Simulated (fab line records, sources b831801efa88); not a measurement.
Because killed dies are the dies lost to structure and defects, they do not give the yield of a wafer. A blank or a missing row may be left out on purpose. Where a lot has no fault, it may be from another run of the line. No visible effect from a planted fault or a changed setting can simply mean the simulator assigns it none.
Comparing a struck lot with a sound one :: flow sfqLine :: 41 steps out of a route of 325
Sound: wafers L443.1, L443.2, L443.5. Struck: wafer L442.4 (left out: L442.2, L442.3 of the same lot, which were not struck); the cause appears at the end.
At each step with rows: each side's tool, then ch and its chambers, then its first start. Under that, the readings that differ: sound wafers :: struck wafers :: difference of the means :: sigmas: that difference in standard deviations of wafers without a fault.
alike: same words and numbers on both sides, and readings whose means sit less than 2 such deviations apart. not compared: any withheld reading, any reading some wafer has no value for, any bound like >300 that may hide the same value, and any number with overlapping values for which the record gives no deviation.
A row with sigmas, a row that says differs or no value, or rows on one side alone: a step with any of these is where the two part. Non-overlapping numbers with no deviation appear without sigmas and do not part them. Lack of a reading on every wafer of one side parts them only where that side has two or more wafers.

first, 6 steps without rows for these wafers: SFQ_TRILAYER_M7_LITHO_COAT_182 (resist thk 62 nm); SFQ_TRILAYER_M7_LITHO_COAT_177 (resist thk 600 nm); SFQ_TRILAYER_M7_LITHO_SOFTBAKE_181; SFQ_TRILAYER_M7_LITHO_EXPOSE_178 (exposes mask M7, target cd 500 nm); SFQ_TRILAYER_M7_LITHO_PEB_180 (peb time 60 s); SFQ_TRILAYER_M7_LITHO_DEVELOP_179 (time 60 s).
SFQ_M7_OVL_MEAS_945:
  sound on overlay-02, day 85 04:22; struck on overlay-01, day 85 00:01
reading: M7_OVL (nm)
sound: -1 2 3
struck: -9
difference: -10
sigmas: -2
then, 1 step without rows for these wafers: SFQ_TRILAYER_M7_BARC_OPEN_METAL_ETCH_229 (etches BARC in O2, target depth 125 nm, time 41.7 s).
SFQ_TRILAYER_M7_ETCH_METAL_ETCH_180: etches Nb in Cl2/Ar, stops on SiO2, target depth 240 nm, time 120 s.
  sound on rieMetal-04 ch 0,1, day 85 04:28; struck on rieMetal-02 ch 1, day 85 00:07
  alike: drypumpMotorCurrentA, oesProductAu
  not compared: rfHoursCounterH
SFQ_TRILAYER_M7_STRIP_STRIP_181: strips in O2.
  sound on rieMetal-04 ch 0,1, day 85 04:35; struck on rieMetal-02 ch 1, day 85 00:14
  alike: drypumpMotorCurrentA, oesProductAu
  not compared: rfHoursCounterH
then, 1 step without rows for these wafers: SFQ_TRILAYER_M7_STRIP_SOLV_CLEAN_182 (cleans in NMP, time 600 s).
SFQ_TRILAYER_I7_DEP_PECVD_183: deposits SiO2 from SiH4/N2O, time 111.11 s, target thk 500 nm.
  sound on pecvd-01 ch 0,1,2, day 85 05:22; struck on pecvd-01 ch 1, day 85 01:01
  alike: heaterPowerW, throttleValvePct
SFQ_TRILAYER_I7_CMP_CMP_184: polishes SiO2.
  sound on cmp-01 ch 0,1,3, day 85 07:11; struck on cmp-02 ch 0, day 85 01:05
reading: timeToEndpointS (s)
sound: 209 205 211
struck: 284
difference: +76
sigmas: +10

reading: model.SiO2_of_TRILAYER_I7_DEP_PECVD_183.thkNm (nm)
sound: 199.4 199.2 198.5
struck: 305.8
difference: +106.8
sigmas: 
  alike: motorCurrentA, slurryFilterDpKPa
SFQ_I7_BOW_MEAS_946:
  sound on filmMetro-03, day 85 09:11; struck on filmMetro-02, day 85 04:07
  alike: I7_BOW
SFQ_TRILAYER_I7_METRO_MEASURE_185:
  sound on filmMetro-03, day 85 09:18; struck on filmMetro-02, day 85 04:25
reading: thkNm (nm)
sound: 199.3 199.2 198.5
struck: 305.7
difference: +106.7
sigmas: +97
then, 6 steps without rows for these wafers: SFQ_TRILAYER_I7_VIA_LITHO_COAT_192 (resist thk 62 nm); SFQ_TRILAYER_I7_VIA_LITHO_COAT_187 (resist thk 650 nm); SFQ_TRILAYER_I7_VIA_LITHO_SOFTBAKE_191; SFQ_TRILAYER_I7_VIA_LITHO_EXPOSE_188 (exposes mask I7, target cd 1000 nm); SFQ_TRILAYER_I7_VIA_LITHO_PEB_190 (peb time 60 s); SFQ_TRILAYER_I7_VIA_LITHO_DEVELOP_189 (time 60 s).
SFQ_I7_OVL_MEAS_947:
  sound on overlay-01, day 85 15:55; struck on overlay-01, day 85 12:19
reading: I7_OVL (nm)
sound: -4 -9 -9
struck: 4
difference: +11
sigmas: +2
SFQ_TRILAYER_I7_VIA_BARC_OPEN_VIA_ETCH_260: etches BARC in O2, target depth 125 nm, time 41.7 s.
  sound on rieDiel-02 ch 0,1,2, day 85 15:56; struck on rieDiel-03 ch 2, day 85 12:20
  alike: drypumpMotorCurrentA, oesProductAu
  not compared: rfHoursCounterH
SFQ_TRILAYER_I7_VIA_ETCH_VIA_ETCH_190: etches SiO2 in CHF3, stops on Nb, target depth 260 nm.
  sound on rieDiel-02 ch 0,1,2, day 85 15:59; struck on rieDiel-03 ch 2, day 85 12:23
reading: oesProductAu (a.u.)
sound: 0.839 0.858 0.858
struck: 1.015
difference: +0.163
sigmas: +33

reading: model.etch.depthNm (nm)
sound: 199.4 199.2 198.5
struck: 263.2
difference: +64.2
sigmas: 

reading: model.I7.featureDepthNm (nm)
sound: 199.4 199.2 198.5
struck: 263.2
difference: +64.2
sigmas: 
  alike: drypumpMotorCurrentA
SFQ_TRILAYER_I7_VIA_STRIP_STRIP_191: strips in O2.
  sound on rieMetal-03 ch 0,1, day 85 16:06; struck on rieMetal-03 ch 1, day 85 12:30
reading: drypumpMotorCurrentA (A)
sound: 4.8 6.2 6.2
struck: 4.8
difference: -0.9
sigmas: -2
  alike: oesProductAu
  not compared: rfHoursCounterH
then, 8 steps without rows for these wafers: SFQ_TRILAYER_I7_VIA_STRIP_SOLV_CLEAN_192 (cleans in NMP, time 600 s); SFQ_TRILAYER_M8_LITHO_LOR_COAT_197; SFQ_TRILAYER_M8_LITHO_LOR_BAKE_198; SFQ_TRILAYER_M8_LITHO_COAT_193 (resist thk 600 nm); SFQ_TRILAYER_M8_LITHO_SOFTBAKE_199; SFQ_TRILAYER_M8_LITHO_EXPOSE_194 (exposes mask M8, target cd 2000 nm); SFQ_TRILAYER_M8_LITHO_PEB_196 (peb time 60 s); SFQ_TRILAYER_M8_LITHO_DEVELOP_195 (img clear 15 s, time 55 s).
SFQ_M8_OVL_MEAS_948:
  sound on overlay-01, day 86 00:18; struck on overlay-01, day 85 19:31
reading: M8_OVL (nm)
sound: -4 -2 -3
struck: 14
difference: +17
sigmas: +3
then, 3 steps without rows for these wafers: SFQ_TRILAYER_M8_DEP_EVAP_197 (material Ti, target thk 20 nm, time 100 s); SFQ_TRILAYER_M8_DEP_EVAP_198 (material Pt, target thk 50 nm, time 250 s); SFQ_TRILAYER_M8_DEP_EVAP_196 (material Au, target thk 180 nm, time 900 s).
SFQ_M8_RS_MEAS_949: a four-point-probe measurement.
  sound on filmMetro-04, day 86 01:05; struck on filmMetro-04, day 85 20:18
  alike: M8_AU_RS
SFQ_M8_THK_MEAS_950: measures by xrf.
  sound on filmMetro-04, day 86 01:12; struck on filmMetro-04, day 85 20:25
  alike: M8_AU_THK
then, 1 step without rows for these wafers: SFQ_TRILAYER_M8_LIFTOFF_LIFTOFF_197 (chemistry NMP, time 600 s).
SFQ_M8_BOW_MEAS_951:
  sound on filmMetro-04, day 86 01:26; struck on filmMetro-03, day 85 20:40
reading: model.etest.i7.linkOhm
sound: 1.028 1.038 1.026
struck: 1e+06
difference: +1e+06
sigmas: 
  alike: M8_BOW

## WHERE THEY PART
At SFQ_M7_OVL_MEAS_945 first; at SFQ_M8_OVL_MEAS_948 last (within this record only). Later steps at which nothing parts them and some readings are alike: SFQ_M8_RS_MEAS_949, SFQ_M8_THK_MEAS_950, SFQ_M8_BOW_MEAS_951.

WHY: the cause the simulator had injected
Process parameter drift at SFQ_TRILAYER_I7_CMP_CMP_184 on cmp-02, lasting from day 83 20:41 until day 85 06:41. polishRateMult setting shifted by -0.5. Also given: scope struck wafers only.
